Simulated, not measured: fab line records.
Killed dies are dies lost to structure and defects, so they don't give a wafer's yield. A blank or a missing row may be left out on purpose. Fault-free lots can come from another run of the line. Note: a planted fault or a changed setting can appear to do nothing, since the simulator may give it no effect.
Matching of chambers    flow sfq_line    SFQ_TRILAYER_I3_VIA_ETCH_VIA_ETCH_088 on rie_diel-03: 4 sister chambers
The step etches SiO2 in CHF3, stops on Nb, target depth 260 nm. 8 wafers are shown with their chamber, then 6 later ones without.

## WAFERS, EACH WITH ITS CHAMBER
wafer   chamber  oes_product_au (a.u.)
L776.3  1        0.858
L781.1  1        0.856
L786.1  2        0.851
L786.2  3        0.862
L786.3  0        0.854
L787.2  3        0.855
L787.3  0        0.854
L787.6  2        0.856

## WAFERS WITH NO CHAMBER GIVEN
wafer   oes_product_au (a.u.)
L789.1  0.859
L789.4  0.856
L789.5  0.850
L794.1  0.852
L794.3  0.857
L794.5  0.852

## EACH ONE'S CHAMBER
wafer   from the rows above                in truth
L789.1  can't be placed: 3 or 1 or 0 or 2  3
L789.4  can't be placed: 1 or 0 or 2 or 3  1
L789.5  can't be placed: 2 or 0 or 1 or 3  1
L794.1  can't be placed: 2 or 0 or 1 or 3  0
L794.3  can't be placed: 1 or 3 or 0 or 2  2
L794.5  can't be placed: 2 or 0 or 1 or 3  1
Placed correctly: 0 of 6. From these rows, 6 cannot be placed; in 6 the true chamber is one of the candidates. Placed wrongly: 0.
How it was worked out, from the rows above alone: a wafer's distance from a chamber is the root of the sum, over the readings, of the square of ((its reading less the chamber's mean) divided by the reading's scatter). The wafer belongs to the nearest chamber; if the next one is less than 2 further off, it can't be placed. For every chamber, the mean is computed from those of its wafers that are shown. How the scatter is found: for the shown wafers, subtract from each reading the mean of its chamber, square and add these, divide the total by (wafers less chambers), then take the root.
